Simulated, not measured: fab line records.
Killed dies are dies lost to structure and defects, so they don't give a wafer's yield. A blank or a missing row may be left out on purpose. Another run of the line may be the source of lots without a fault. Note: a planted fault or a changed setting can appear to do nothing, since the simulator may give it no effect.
The tool behind it: which one?	flow sky130	36 wafers from 12 lots sampled at 5 of the route's 708 steps

WHAT THE GAUGES SHOWED, per wafer
SKY_VIA1_THK_MEAS_01.
lot	measured	on	VIA1_HDPCVD_THK (nm)
L305	day 32 19:31	film metro-01	1028 1030 1023
L306	day 33 09:20	film metro-01	1017 1011 1024
L309	day 33 21:15	film metro-02	1049 1049 1052
L308	day 34 00:53	film metro-01	1052 1044 1036
L310	day 34 14:37	film metro-02	1042 1044 1038
L311	day 35 02:46	film metro-02	507 1034 513
L313	day 35 09:20	film metro-02	1029 524 1030
L323	day 38 13:26	film metro-01	1025 1012 1013
L324	day 39 00:03	film metro-03	1017 1031 1035
L326	day 39 06:29	film metro-02	1027 1025 1019
L325	day 39 13:07	film metro-01	1017 1010 1020
L327	day 39 22:33	film metro-03	1021 1006 1026

WHICH TOOL RAN EACH LOT (tool, then ch and the chambers of the sampled wafers, then the start)
lot	SKY_CONTACT_CMP_27	SKY_METAL1_SPUTTER_01	SKY_METAL1_DESCUM_17	SKY_VIA1_HDPCVD_00
L305	cmp-01 ch 1,2,3, day 31 15:07	pvd sputter-04, day 31 15:23	rie metal-02 ch 0,1, day 32 18:31	hdpcvd-02 ch 0, day 32 19:20
L306	cmp-02 ch 1,2, day 32 04:44	pvd sputter-03, day 32 05:03	rie metal-03 ch 0,1, day 33 08:22	hdpcvd-02 ch 1,2, day 33 09:13
L309	cmp-01 ch 0,1,3, day 32 16:01	pvd sputter-03, day 32 16:20	rie metal-02 ch 0,1, day 33 20:17	hdpcvd-01 ch 1,2, day 33 21:08
L308	cmp-01 ch 0,1, day 32 21:22	pvd sputter-03, day 32 21:41	rie metal-02 ch 0,1, day 33 23:55	hdpcvd-01 ch 0,2, day 34 00:46
L310	cmp-01 ch 0,1,2, day 33 11:02	pvd sputter-04, day 33 11:21	rie metal-04 ch 0,1, day 34 13:40	hdpcvd-01 ch 1,2, day 34 14:29
L311	cmp-01 ch 1,2,3, day 33 21:59	pvd sputter-04, day 33 22:19	rie metal-02 ch 0,1, day 35 01:32	hdpcvd-01 ch 0,2, day 35 02:40
L313	cmp-01 ch 0,1,3, day 34 04:48	pvd sputter-01, day 34 05:08	rie metal-04 ch 0,1, day 35 08:26	hdpcvd-01 ch 0,1,2, day 35 09:13
L323	cmp-01 ch 1,2,3, day 37 10:43	pvd sputter-01, day 37 11:02	rie metal-03 ch 0,1, day 38 12:32	hdpcvd-02 ch 0,2, day 38 13:19
L324	cmp-02 ch 2,3, day 37 21:34	pvd sputter-03, day 37 21:53	rie metal-03 ch 1, day 38 23:07	hdpcvd-01 ch 1,2, day 38 23:56
L326	cmp-02 ch 1,2, day 38 05:43	pvd sputter-01, day 38 06:02	rie metal-02 ch 0,1, day 39 05:35	hdpcvd-01 ch 0,1,2, day 39 06:22
L325	cmp-02 ch 1,2,3, day 38 11:05	pvd sputter-03, day 38 11:25	rie metal-03 ch 0,1, day 39 12:11	hdpcvd-02 ch 0,1,2, day 39 13:00
L327	cmp-02 ch 0,1,3, day 38 20:29	pvd sputter-03, day 38 20:48	rie metal-02 ch 1, day 39 21:26	hdpcvd-02 ch 1,2, day 39 22:26
- SKY_CONTACT_CMP_27: polishes, stops on SiO2, t overpolish 15 s, target thk 0 nm.
- SKY_METAL1_SPUTTER_01: material TiN, target thk 20 nm, time 16.7 s.
- SKY_METAL1_DESCUM_17: chemistry O2, time 8 s.
- SKY_VIA1_HDPCVD_00: deposits SiO2, target thk 1030 nm, time 171.7 s.

WHAT THE TOOLS THEMSELVES READ (means of the sampled wafers that have a number; where no wafer has one, the mark that the record gives instead)
SKY_CONTACT_CMP_27.
lot	tool	motor current A (A)	overpolish run s (s)	time to endpoint s (s)
L305	cmp-01	10.2	15.000	79
L306	cmp-02	11.1	15.018	83
L309	cmp-01	10.8	14.994	81
L308	cmp-01	11.5	15.003	81
L310	cmp-01	10.6	15.012	82
L311	cmp-01	10.0	14.996	78
L313	cmp-01	10.6	15.006	80
L323	cmp-01	10.0	15.003	80
L324	cmp-02	10.7	15.001	84
L326	cmp-02	10.0	15.004	83
L325	cmp-02	10.3	15.005	81
L327	cmp-02	10.0	14.998	83

SKY_METAL1_SPUTTER_01.
lot	tool	throttle valve pct (%)
L305	pvd sputter-04	30.5
L306	pvd sputter-03	30.6
L309	pvd sputter-03	31.0
L308	pvd sputter-03	31.3
L310	pvd sputter-04	30.0
L311	pvd sputter-04	30.1
L313	pvd sputter-01	29.7
L323	pvd sputter-01	30.0
L324	pvd sputter-03	29.9
L326	pvd sputter-01	30.5
L325	pvd sputter-03	30.1
L327	pvd sputter-03	29.7

SKY_METAL1_DESCUM_17.
lot	tool	drypump motor current A (A)	oes product au (a.u.)
L305	rie metal-02	4.9	0.997
L306	rie metal-03	5.8	1.008
L309	rie metal-02	4.9	0.998
L308	rie metal-02	4.9	0.998
L310	rie metal-04	5.8	0.987
L311	rie metal-02	5.1	0.998
L313	rie metal-04	5.8	0.990
L323	rie metal-03	6.3	1.000
L324	rie metal-03	6.6	1.003
L326	rie metal-02	4.9	1.005
L325	rie metal-03	6.3	1.003
L327	rie metal-02	4.8	1.000

SKY_VIA1_HDPCVD_00.
lot	tool	pressure mtorr (mTorr)	sih4 flow sccm (sccm)
L305	hdpcvd-02	6.012	59.87
L306	hdpcvd-02	5.993	59.89
L309	hdpcvd-01	5.988	60.19
L308	hdpcvd-01	5.999	60.06
L310	hdpcvd-01	6.002	59.99
L311	hdpcvd-01	6.002	39.97
L313	hdpcvd-01	5.989	49.83
L323	hdpcvd-02	6.002	60.16
L324	hdpcvd-01	5.997	60.03
L326	hdpcvd-01	5.995	59.78
L325	hdpcvd-02	5.992	59.96
L327	hdpcvd-02	6.001	59.91

THE ANSWER, worked out from the rows above alone
Rule: what is usual is taken from the lots themselves. The widest of any qualifying gaps counts: lots, ordered by their means at a reading, are off when they make up no more than a third of the lots, leave a main group of 4 or more, and stand apart from it by 3 or more times the standard deviation of that group's means. The tables above print the reading to a certain number of digits; a main group whose means all agree to those digits is not used. Also off: a lot with no number at a reading for which 4 or more lots have one. The other lots that the step has rows for count as sound. The gauges are gone through in route order, then the tools' own readings, and for those a lot's mean is taken as printed above. At the first step where some lot is off, the reading lying furthest off is the one used; lots without a number count as furthest.
Off: at SKY_VIA1_THK_MEAS_01 (VIA1_HDPCVD_THK), L311, L313. The main group has a mean of 1028 nm with a standard deviation of 12.
If a tool, at a process step before that reading, ran all the lots that are off and no sound lot after the first of them, it fits. Not tried: the gauges at SKY_VIA1_THK_MEAS_01; whatever is off there is also off at SKY_VIA1_HDPCVD_00, on other tools, and gauge error can't account for it. Of those tried, none fits.

WHAT WAS PUT IN BY THE SIMULATOR
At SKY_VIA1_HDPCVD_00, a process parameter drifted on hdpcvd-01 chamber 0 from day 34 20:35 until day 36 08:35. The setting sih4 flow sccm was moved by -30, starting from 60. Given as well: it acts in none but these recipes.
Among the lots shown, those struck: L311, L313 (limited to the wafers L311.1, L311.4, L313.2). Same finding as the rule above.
